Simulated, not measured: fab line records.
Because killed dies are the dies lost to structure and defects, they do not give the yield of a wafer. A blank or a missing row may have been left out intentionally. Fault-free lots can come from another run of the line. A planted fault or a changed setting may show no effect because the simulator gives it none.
fab line records | flow sfq_line
record: lots: 14 | wafers: 42 | last_day: 91
route steps=325 shown L0@14 I2@111 M4@159
lots untouched by any fault: they come from a run of this same line in which no faults occurred
start_h: hours from the record's opening day to when the first of the lot's shown wafers began | wait_h: how many hours have passed since the lot's step before this one | " repeats the value in the row above | L1.1+2: a row that stands for several wafers | - value missing, or start not given | * or withheld: withheld | < > ~ a bound
route shown NAME@n: NAME is a module with steps in the file, n the number in the route of the first one | usual: average and standard deviation across the fault-free wafers | same: alike in all rows | chamber/n: place in a boat | sites: per-site readings | _std_site: standard deviation across them | _edge_site: inner sites' mean taken away from outer sites' mean | radius_mm: for every site, how far away it sits from the centre of the wafer | mask NAME#n: copy n | behind: the last tool/chamber to shape the wafer | hold: cause of the lot's hold/its duration in hours/its outcome | device: the n, p or np transistor that did not switch | end of line: tests of these same wafers at the route's end | a step given without rows: its recipe and nothing more | killed: at the first sort, the dies lost to defects and structure; wafer yield is something else | map: a wafer's dies, marking killed ones x, the rest . and places with no die _
set.NAME: the setting that was run; set.NAME@STEP: the one run at that earlier step | model.NAME: the simulator's own value behind a step, which no gauge read
steps of the route over a sample of lots; a table a step, a row a wafer
services: a tool's chamber out of use, with start hour (start_h, from the record's first day; less than 0 if before it), hours out, and reason
== steps ==
step: SFQ_TRILAYER_L0_STRIP_STRIP_009
recipe: gas: O2 | power_w: 200 | platen_temp_c: 40 | overash_fraction: 0.65 | chemistry: O2 | pressure_mtorr: 50
usual: drypump_motor_current_A: 6.1/0.45 | oes_product_au: 0.999/0.01
lot.wafer | tool         | chamber | start_h | wait_h | drypump_motor_current_A | oes_product_au | rf_hours_counter_h
L258.1    | rie_metal-01 | 1       | 86.05   | 0.0    | 5.6                     | 0.993          | 3
L258.4    | "            | 1       | "       | "      | 5.6                     | 1.000          | -
L258.6    | "            | 1       | "       | "      | 5.6                     | 0.999          | -
L259.4    | rie_metal-02 | 1       | 89.85   | 0.2    | 5.6                     | 1.006          | -
L259.5    | "            | 0       | "       | "      | 6.1                     | 0.994          | -
L259.6    | "            | 1       | "       | "      | 5.6                     | 1.009          | -
L261.3    | rie_metal-01 | 1       | 105.45  | 0.2    | 5.6                     | 1.001          | -
L261.5    | "            | 0       | "       | "      | 5.3                     | 1.001          | -
L261.6    | "            | 1       | "       | "      | 5.6                     | 0.998          | -
L262.1    | rie_metal-02 | 0       | 110.05  | 0.0    | 6.1                     | 0.990          | 9
L262.2    | "            | 1       | "       | "      | 5.6                     | 0.990          | 115
L262.3    | "            | 1       | "       | "      | 5.6                     | 0.994          | -
L263.1    | rie_metal-02 | 0       | 116.05  | 0.0    | 6.1                     | 1.000          | 10
L263.3    | "            | 1       | "       | "      | 5.5                     | 0.998          | -
L263.6    | "            | 0       | "       | "      | 6.1                     | 0.996          | -
L266.4    | rie_metal-04 | 0       | 123.45  | 0.2    | 6.4                     | 1.022          | -
L266.5    | "            | 1       | "       | "      | 6.6                     | 0.988          | -
L266.6    | "            | 0       | "       | "      | 6.5                     | 1.014          | -
L267.3    | rie_metal-04 | 1       | 125.85  | 0.2    | 6.6                     | 1.003          | -
L267.4    | "            | 0       | "       | "      | 6.4                     | 1.018          | -
L267.5    | "            | 0       | "       | "      | 6.5                     | 1.015          | -
L268.3    | rie_metal-02 | 1       | 127.05  | 0.2    | 5.6                     | 0.998          | -
L268.5    | "            | 0       | "       | "      | 6.1                     | 0.980          | -
L268.6    | "            | 1       | "       | "      | 5.6                     | 0.994          | -
L269.3    | rie_metal-04 | 1       | 128.25  | 0.2    | 6.6                     | 0.990          | -
L269.4    | "            | 0       | "       | "      | 6.4                     | 1.027          | -
L269.6    | "            | 0       | "       | "      | 6.5                     | 1.018          | -
L271.1    | rie_metal-04 | 1       | 130.45  | 0.0    | 6.6                     | 0.986          | 117
L271.5    | "            | 1       | "       | "      | 6.7                     | 0.996          | -
L271.6    | "            | 0       | "       | "      | 6.5                     | 1.005          | -
L276.1    | rie_metal-04 | 1       | 175.10  | 0.0    | 6.6                     | 1.000          | 125
L276.5    | "            | 0       | "       | "      | 6.4                     | 1.011          | -
L276.6    | "            | 1       | "       | "      | 6.6                     | 0.994          | -
L277.1    | rie_metal-04 | 0       | 180.01  | 0.1    | 6.5                     | 1.010          | 114
L277.4    | "            | 0       | "       | "      | 6.4                     | 1.011          | -
L277.6    | "            | 0       | "       | "      | 6.5                     | 1.009          | -
L278.1    | rie_metal-04 | 0       | 188.41  | 0.1    | 6.5                     | 1.012          | 116
L278.5    | "            | 0       | "       | "      | 6.4                     | 1.004          | -
L278.6    | "            | 0       | "       | "      | 6.4                     | 1.011          | -
L280.2    | rie_metal-04 | 0       | 208.90  | 0.0    | 6.4                     | 1.016          | 120
L280.4    | "            | 1       | "       | "      | 6.6                     | 0.992          | -
L280.5    | "            | 0       | "       | "      | 6.5                     | 1.016          | -
step: SFQ_TRILAYER_I2_VIA_LITHO_PEB_070
recipe: peb_temp_c: 115 | peb_time_s: 60 | resist: KrF
usual: chill_plate_temp_C: 22.98/0.091 | exhaust_pa: 45.0/0.98
lot.wafer | tool           | chamber | start_h | wait_h | chill_plate_temp_C | exhaust_pa
L258.1    | litho_track-01 | 0       | 957.98  | 1.0    | 22.97              | 46.1
L258.4    | "              | 0       | "       | "      | 23.02              | 43.7
L258.6    | "              | 0       | "       | "      | 23.07              | 45.6
L259.4    | litho_track-01 | 0       | 965.26  | 0.5    | 23.05              | 43.4
L259.5    | "              | 0       | "       | "      | 23.03              | 45.4
L259.6    | "              | 0       | "       | "      | 22.98              | 44.2
L261.3    | litho_track-01 | 0       | 989.23  | 0.7    | 23.15              | 44.5
L261.5    | "              | 0       | "       | "      | 23.10              | 44.7
L261.6    | "              | 0       | "       | "      | 23.12              | 44.7
L262.1    | litho_track-02 | 0       | 995.18  | 1.0    | 22.81              | 43.6
L262.2    | "              | 0       | "       | "      | 22.93              | 44.6
L262.3    | "              | 0       | "       | "      | 22.91              | 44.1
L263.1    | litho_track-01 | 0       | 1028.38 | 1.0    | 23.04              | 44.9
L263.3    | "              | 0       | "       | "      | 23.01              | 43.5
L263.6    | "              | 0       | "       | "      | 22.97              | 45.4
L266.4    | litho_track-02 | 0       | 1039.26 | 0.5    | 22.98              | 45.4
L266.5    | "              | 0       | "       | "      | 23.10              | 45.6
L266.6    | "              | 0       | "       | "      | 23.06              | 44.9
L267.3    | litho_track-01 | -       | 1044.03 | 0.7    | -                  | -
L267.4    | "              | -       | "       | "      | -                  | -
L267.5    | "              | -       | "       | "      | -                  | -
L268.3    | litho_track-01 | -       | 1051.23 | 0.7    | -                  | -
L268.5    | "              | -       | "       | "      | -                  | -
L268.6    | "              | -       | "       | "      | -                  | -
L269.3    | litho_track-03 | 0       | 1069.23 | 0.7    | 22.91              | 46.8
L269.4    | "              | 0       | "       | "      | 22.90              | 46.2
L269.6    | "              | 0       | "       | "      | 22.84              | 46.8
L271.1    | litho_track-03 | 0       | 1078.78 | 1.0    | 23.03              | 44.5
L271.5    | "              | 0       | "       | "      | 23.07              | 44.9
L271.6    | "              | 0       | "       | "      | 23.15              | 43.6
L276.1    | litho_track-03 | 0       | 1179.98 | 1.0    | 23.01              | 45.3
L276.5    | "              | 0       | "       | "      | 23.08              | 44.2
L276.6    | "              | 0       | "       | "      | 23.02              | 45.1
L277.1    | litho_track-03 | 0       | 1194.60 | 1.0    | 23.05              | 43.8
L277.4    | "              | 0       | "       | "      | 23.15              | 43.9
L277.6    | "              | 0       | "       | "      | 22.84              | 44.1
L278.1    | litho_track-03 | 0       | 1204.20 | 1.0    | 22.93              | 47.4
L278.5    | "              | 0       | "       | "      | 23.01              | 46.7
L278.6    | "              | 0       | "       | "      | 22.95              | 46.5
L280.2    | litho_track-01 | 0       | 1215.03 | 0.8    | 23.06              | 45.9
L280.4    | "              | 0       | "       | "      | 22.89              | 45.4
L280.5    | "              | 0       | "       | "      | 23.09              | 45.1
step: SFQ_TRILAYER_I2_VIA_STRIP_STRIP_071
recipe: gas: O2 | power_w: 200 | platen_temp_c: 40 | overash_fraction: 0.65 | chemistry: O2 | pressure_mtorr: 50
usual: drypump_motor_current_A: 6.3/0.33 | oes_product_au: 1.000/0.0075
lot.wafer | tool         | chamber | start_h | wait_h | drypump_motor_current_A | oes_product_au | rf_hours_counter_h
L258.1    | rie_metal-02 | 0       | 958.47  | -      | 6.1                     | 0.996          | 126
L258.4    | "            | 0       | "       | "      | 6.0                     | 0.992          | -
L258.6    | "            | 0       | "       | "      | 6.1                     | 0.995          | -
L259.4    | rie_metal-03 | 1       | 965.87  | -      | 6.0                     | 1.015          | -
L259.5    | "            | 0       | "       | "      | 6.3                     | 0.991          | -
L259.6    | "            | 1       | "       | "      | 6.0                     | 1.002          | -
L261.3    | rie_metal-02 | 1       | 989.87  | -      | 5.6                     | 1.002          | -
L261.5    | "            | 1       | "       | "      | 5.6                     | 1.005          | -
L261.6    | "            | 0       | "       | "      | 6.1                     | 0.996          | -
L262.1    | rie_metal-04 | 0       | 995.67  | -      | 6.5                     | 1.008          | 67
L262.2    | "            | 1       | "       | "      | 6.7                     | 1.006          | 71
L262.3    | "            | 1       | "       | "      | 6.7                     | 1.000          | -
L263.1    | rie_metal-03 | 1       | 1028.87 | -      | 6.1                     | 1.003          | 110
L263.3    | "            | 1       | "       | "      | 6.1                     | 1.004          | -
L263.6    | "            | 0       | "       | "      | 6.4                     | 0.994          | -
L266.4    | rie_metal-03 | 0       | 1039.87 | -      | 6.4                     | 0.996          | -
L266.5    | "            | 0       | "       | "      | 6.4                     | 1.000          | -
L266.6    | "            | 1       | "       | "      | 6.1                     | 1.002          | -
L267.3    | rie_metal-04 | 1       | 1044.67 | -      | 6.7                     | 0.989          | -
L267.4    | "            | 0       | "       | "      | 6.5                     | 1.004          | -
L267.5    | "            | 1       | "       | "      | 6.6                     | 0.990          | -
L268.3    | rie_metal-04 | 0       | 1051.87 | -      | 6.4                     | 1.005          | -
L268.5    | "            | 0       | "       | "      | 6.5                     | 1.010          | -
L268.6    | "            | 1       | "       | "      | 6.6                     | 0.993          | -
L269.3    | rie_metal-02 | 1       | 1069.87 | -      | 5.6                     | 1.008          | -
L269.4    | "            | 0       | "       | "      | 6.0                     | 1.009          | -
L269.6    | "            | 0       | "       | "      | 6.1                     | 1.004          | -
L271.1    | rie_metal-03 | 1       | 1079.27 | -      | 6.1                     | 1.002          | 116
L271.5    | "            | 1       | "       | "      | 6.1                     | 1.009          | -
L271.6    | "            | 1       | "       | "      | 6.1                     | 1.011          | -
L276.1    | rie_metal-03 | 0       | 1180.47 | -      | 6.4                     | 1.004          | 10
L276.5    | "            | 1       | "       | "      | 6.1                     | 1.001          | -
L276.6    | "            | 0       | "       | "      | 6.3                     | 1.001          | -
L277.1    | rie_metal-03 | 0       | 1195.09 | -      | 6.3                     | 0.999          | 12
L277.4    | "            | 0       | "       | "      | 6.4                     | 0.999          | -
L277.6    | "            | 0       | "       | "      | 6.3                     | 0.999          | -
L278.1    | rie_metal-04 | 1       | 1204.69 | -      | 6.6                     | 0.988          | 97
L278.5    | "            | 0       | "       | "      | 6.5                     | 0.993          | -
L278.6    | "            | 1       | "       | "      | 6.7                     | 0.989          | -
L280.2    | rie_metal-03 | 0       | 1215.49 | -      | 6.3                     | 1.013          | 16
L280.4    | "            | 0       | "       | "      | 6.3                     | 1.006          | -
L280.5    | "            | 0       | "       | "      | 6.3                     | 1.005          | -
step: SFQ_TRILAYER_M4_BARC_OPEN_METAL_ETCH_123
recipe: mask_material: PR | chemistry: O2 | target_depth_nm: 125 | target: BARC | icp_w: 600 | bias_w: 80 | pressure_mtorr: 10 | time_s: 41.7
usual: drypump_motor_current_A: 6.0/0.44 | oes_product_au: 0.685/0.0044
lot.wafer | tool         | chamber | start_h | wait_h | drypump_motor_current_A | oes_product_au | rf_hours_counter_h
L258.1    | rie_metal-03 | 1       | 1114.90 | 0.0    | 6.0                     | 0.688          | 125
L258.4    | "            | 1       | "       | "      | 6.1                     | 0.681          | -
L258.6    | "            | 1       | "       | "      | 6.1                     | 0.686          | -
L259.4    | rie_metal-03 | 1       | 1124.53 | 0.0    | 6.1                     | 0.682          | -
L259.5    | "            | 1       | "       | "      | 6.1                     | 0.681          | -
L259.6    | "            | 0       | "       | "      | 6.3                     | 0.683          | -
L261.3    | rie_metal-03 | 0       | 1169.13 | 0.0    | 6.4                     | 0.689          | -
L261.5    | "            | 0       | "       | "      | 6.4                     | 0.686          | -
L261.6    | "            | 1       | "       | "      | 6.0                     | 0.690          | -
L262.1    | rie_metal-01 | 1       | 1170.31 | 0.0    | 5.6                     | 0.686          | 17
L262.2    | "            | 0       | "       | "      | 5.4                     | 0.692          | 89
L262.3    | "            | 1       | "       | "      | 5.6                     | 0.678          | -
L263.1    | rie_metal-03 | 1       | 1336.98 | 0.0    | 6.0                     | 0.689          | 26
L263.3    | "            | 1       | "       | "      | 6.0                     | 0.691          | -
L263.6    | "            | 1       | "       | "      | 6.0                     | 0.679          | -
L266.4    | rie_metal-01 | 1       | 1345.40 | 0.0    | 5.6                     | 0.682          | -
L266.5    | "            | 0       | "       | "      | 5.4                     | 0.689          | -
L266.6    | "            | 1       | "       | "      | 5.6                     | 0.688          | -
L267.3    | rie_metal-01 | 1       | 1350.95 | 0.0    | 5.6                     | 0.681          | -
L267.4    | "            | 0       | "       | "      | 5.4                     | 0.682          | -
L267.5    | "            | 1       | "       | "      | 5.6                     | 0.683          | -
L268.3    | rie_metal-04 | 0       | 1354.55 | 0.0    | 6.4                     | 0.689          | -
L268.5    | "            | 0       | "       | "      | 6.4                     | 0.680          | -
L268.6    | "            | 1       | "       | "      | 6.6                     | 0.687          | -
L269.3    | rie_metal-04 | 1       | 1367.40 | 0.0    | 6.6                     | 0.683          | -
L269.4    | "            | 0       | "       | "      | 6.4                     | 0.690          | -
L269.6    | "            | 1       | "       | "      | 6.7                     | 0.697          | -
L271.1    | rie_metal-03 | 1       | 1375.78 | 0.0    | 6.1                     | 0.691          | 30
L271.5    | "            | 1       | "       | "      | 6.0                     | 0.682          | -
L271.6    | "            | 0       | "       | "      | 6.4                     | 0.680          | -
L276.1    | rie_metal-03 | 1       | 1458.71 | 0.0    | 6.1                     | 0.671          | 38
L276.5    | "            | 0       | "       | "      | 6.3                     | 0.681          | -
L276.6    | "            | 1       | "       | "      | 6.0                     | 0.689          | -
L277.1    | rie_metal-01 | 0       | 1477.95 | 0.0    | 5.4                     | 0.688          | 129
L277.4    | "            | 1       | "       | "      | 5.6                     | 0.683          | -
L277.6    | "            | 1       | "       | "      | 5.6                     | 0.683          | -
L278.1    | rie_metal-04 | 0       | 1488.73 | 0.0    | 6.5                     | 0.690          | 3
L278.5    | "            | 1       | "       | "      | 6.7                     | 0.689          | -
L278.6    | "            | 0       | "       | "      | 6.4                     | 0.677          | -
L280.2    | rie_metal-03 | 0       | 1494.33 | 0.0    | 6.4                     | 0.687          | 52
L280.4    | "            | 1       | "       | "      | 6.0                     | 0.691          | -
L280.5    | "            | 0       | "       | "      | 6.4                     | 0.688          | -
== services ==
tool         | chamber | start_h | hours | kind
rie_metal-04 | -       | 121.53  | 1.4   | pm
rie_metal-03 | -       | 140.86  | 2.8   | pm
rie_metal-04 | 0       | 148.24  | 13.7  | repair
rie_metal-04 | 1       | 179.79  | 14.2  | repair
rie_metal-03 | -       | 189.08  | 0.1   | repair
rie_metal-04 | 0       | 294.62  | 6.7   | repair
rie_metal-03 | -       | 363.98  | 0.9   | repair
rie_metal-04 | 0       | 478.22  | 4.9   | repair
rie_metal-03 | -       | 503.94  | 1.2   | repair
rie_metal-04 | -       | 506.21  | 0.4   | repair
rie_metal-04 | 1       | 548.37  | 21.0  | repair
rie_metal-03 | 0       | 598.50  | 10.8  | repair
rie_metal-04 | -       | 617.93  | 14.6  | pm
rie_metal-03 | 1       | 634.60  | 9.3   | repair
rie_metal-04 | -       | 704.99  | 0.8   | repair
rie_metal-04 | -       | 816.54  | 2.8   | pm
rie_metal-03 | -       | 828.78  | 1.4   | pm
rie_metal-04 | 1       | 845.56  | 5.6   | repair
rie_metal-04 | -       | 975.71  | 0.4   | repair
rie_metal-03 | -       | 1184.62 | 0.5   | repair
rie_metal-04 | -       | 1228.26 | 9.1   | repair
rie_metal-03 | -       | 1240.86 | 2.8   | pm
rie_metal-04 | 1       | 1242.20 | 11.4  | repair
rie_metal-04 | -       | 1431.61 | 0.4   | repair
== key ==
first_sign: step: SFQ_TRILAYER_I2_VIA_LITHO_PEB_070 | reading: tool_record | direction: missing
effect none on later readings
met_at SFQ_TRILAYER_I2_VIA_LITHO_PEB_070
struck_lots L267,L268
not_acting_at SFQ_TRILAYER_L0_STRIP_STRIP_009,SFQ_TRILAYER_I2_VIA_STRIP_STRIP_071,SFQ_TRILAYER_M4_BARC_OPEN_METAL_ETCH_123
onset_between 1028.38 1044.03
fault: kind: skipped_step_whole | tool: litho_track-01 | chamber: - | onset_h: 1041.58 | steps: SFQ_TRILAYER_I2_VIA_LITHO_PEB_070 | scope: struck_lots_only
